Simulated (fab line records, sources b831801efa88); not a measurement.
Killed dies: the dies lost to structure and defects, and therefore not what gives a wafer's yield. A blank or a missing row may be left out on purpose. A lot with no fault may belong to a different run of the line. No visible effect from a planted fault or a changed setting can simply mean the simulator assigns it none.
A lot that was struck, set against a sound lot    flow gf180mcu    45 steps out of a route of 602
Sound: wafers L498.3, L498.5, L498.6. Wafers struck: L514.5, L514.6. At the end, the cause is stated.
Order at every step that has rows: each side's tool, ch and its chambers, its first start. Under that, the readings that differ: sound wafers    struck wafers    difference of the means    sigmas: that difference in standard deviations of wafers without a fault.
alike: same words and numbers on both sides, and readings whose means sit less than 2 such deviations apart. not compared: any withheld reading, any reading some wafer has no value for, any bound like >300 that may hide the same value, and any number with overlapping values for which the record gives no deviation.
Wherever a step has rows on one side only, a row that says differs or no value, or a row with sigmas, the two part there. Numbers that have no deviation but don't overlap get no sigmas and don't part them. Lack of a reading on every wafer of one side parts them only where that side has two or more wafers.

GF_CONTACT_ETCH_17: etches SiO2 in C4F8/O2/Ar, stops on CoSi2, target depth 860 nm.
  sound: rie diel-01 ch 0,1,2; struck: rie diel-02 ch 2,3
  alike: oes product au
then, 6 steps without rows for these wafers: GF_CONTACT_STRIP_18 (strips in O2/N2); GF_CONTACT_CLEAN_19 (cleans in SPM); GF_CONTACT_CLEAN_20 (cleans in DIW); GF_CONTACT_CLEAN_21 (cleans in dHF, time 20 s); GF_CONTACT_SPUTTER_22 (material Ti, target thk 15 nm, time 80.02 s); GF_CONTACT_SPUTTER_23 (material TiN, target thk 10 nm, time 40 s).
GF_CONTACT_CVD_24: deposits W, target thk 300 nm, time 90.339 s.
  sound on cvd w-01 ch 0,1, day 17 11:37; struck on cvd w-02 ch 0,1, day 23 00:29
  alike: heater power w
GF_CONTACT_RS_MEAS_25: measures by four-point-probe.
  sound on film metro-01, day 17 11:44; struck on film metro-04, day 23 00:37
  alike: CONTACT_W_RS
GF_CONTACT_THK_MEAS_26: measures by xrf.
  sound on film metro-01, day 17 11:50; struck on film metro-04, day 23 00:41
  alike: CONTACT_W_THK
then, 2 steps without rows for these wafers: GF_CONTACT_CMP_27 (polishes, stops on SiO2, t overpolish 15 s, target thk 0 nm); GF_M1_SPUTTER_00 (material Ti, target thk 37.5 nm, time 150 s).
GF_M1_SPUTTER_01: material TiN, target thk 30 nm, time 25 s.
  sound on pvd sputter-01, day 17 12:16; struck on pvd sputter-04, day 23 01:07
reading                                 sound              struck       difference  sigmas
throttle valve pct (%)                  29.3 27.5 29.4     31.3 31.6    +2.7        +2
model.TiN_of_M1_SPUTTER_01.thk nm (nm)  30.41 29.74 29.78  41.96 41.08  +11.54      
then, 2 steps without rows for these wafers: GF_M1_SPUTTER_02 (material AlCu, target thk 450 nm, time 23.9 s); GF_M1_SPUTTER_03 (material Ti, target thk 10 nm, time 6.7 s).
GF_M1_SPUTTER_04: material TiN, target thk 50 nm, time 41.7 s.
  sound on pvd sputter-01, day 17 12:21; struck on pvd sputter-04, day 23 01:13
reading                 sound           struck     difference  sigmas
throttle valve pct (%)  29.3 27.5 29.4  31.1 31.7  +2.7        +2
GF_M1_RS_MEAS_05: measures by four-point-probe.
  sound on film metro-02, day 17 12:26; struck on film metro-01, day 23 01:19
  alike: M1_ALCU_RS
GF_M1_THK_MEAS_06: measures by xrf.
  sound on film metro-02, day 17 12:32; struck on film metro-01, day 23 01:23
  alike: M1_ALCU_THK
then, 7 steps without rows for these wafers: GF_M1_DEHYDRATE_07 (time 60 s); GF_M1_HMDS_08 (prime time 60 s); GF_M1_COAT_09 (resist thk 1000 nm); GF_M1_SOFTBAKE_10 (time 60 s); GF_M1_EXPOSE_11 (exposes mask Metal1, target cd 230 nm); GF_M1_PEB_12 (peb time 90 s); GF_M1_DEVELOP_13 (develop time 60 s).
GF_M1_CD_MEAS_14: the cd target is 230 nm.
  sound on cd sem-02, day 18 12:36; struck on cd sem-01, day 23 23:17
  alike: cd nm
GF_M1_OVL_MEAS_15:
  sound on overlay-02, day 18 12:41; struck on overlay-02, day 23 23:21
  alike: M1_OVL
then, 5 steps without rows for these wafers: GF_M1_METAL_ETCH_16 (etches the open film in Cl2/BCl3, stops on SiO2, target depth 750.8 nm, time 125.1 s); GF_M1_STRIP_17 (strips in O2/N2); GF_M1_STRIP_18 (strips in post etch residue remover, time 1200 s); GF_M1_CLEAN_19 (cleans in DIW); GF_V1_CVD_00 (deposits SiO2, target thk 600 nm, time 100 s).
GF_V1_THK_MEAS_01:
  sound on film metro-02, day 18 13:32; struck on film metro-03, day 24 00:08
  alike: V1_CVD_00_THK
GF_V1_CVD_02: deposits SiO2 from TEOS, target thk 850 nm, time 94.851 s.
  sound on pecvd-02 ch 1,2, day 18 13:35; struck on pecvd-02 ch 0,1, day 24 00:11
  alike: heater power w
GF_V1_THK_MEAS_03:
  sound on film metro-03, day 18 13:40; struck on film metro-04, day 24 00:16
  alike: V1_CVD_02_THK
GF_V1_CMP_04: polishes SiO2.
  sound on cmp-02 ch 0,1, day 18 13:42; struck on cmp-01 ch 2,3, day 24 00:29
  alike: motor current A, slurry flow ml min, time to endpoint s
GF_V1_BOW_MEAS_05:
  sound on film metro-03, day 18 14:02; struck on film metro-04, day 24 00:40
  alike: V1_BOW
then, 5 steps without rows for these wafers: GF_V1_DEHYDRATE_06 (time 60 s); GF_V1_HMDS_07 (prime time 60 s); GF_V1_COAT_08; GF_V1_COAT_09 (resist thk 1000 nm); GF_V1_SOFTBAKE_10 (time 60 s).
-- the record jumps here: 3 days lie between the struck wafers' starts before and after (it left off in module V1 and takes up again in module V2, whose first step shown is number 406 of the route) --
GF_V2_RS_MEAS_24: measures by four-point-probe.
  sound on film metro-04, day 21 18:11; struck on film metro-04, day 26 20:38
  alike: V2_W_RS
  not compared: hold
GF_V2_THK_MEAS_25: measures by xrf.
  sound on film metro-04, day 21 18:17; struck on film metro-04, day 27 00:17
  alike: V2_W_THK
  not compared: hold
-- the record jumps here: 7 days lie between the struck wafers' starts before and after (it left off in module V2 and takes up again in module PASSIVATION, whose first step shown is number 602 of the route) --
GF_PASSIVATION_PROBE_99:
  only the struck wafers here have rows in the record (prober-02, day 34 03:20); the sound ones have none

== WHERE THEY PART ==
Earliest at GF_M1_SPUTTER_01; latest, in this record, at GF_PASSIVATION_PROBE_99.

WHY: whatever the simulator had introduced
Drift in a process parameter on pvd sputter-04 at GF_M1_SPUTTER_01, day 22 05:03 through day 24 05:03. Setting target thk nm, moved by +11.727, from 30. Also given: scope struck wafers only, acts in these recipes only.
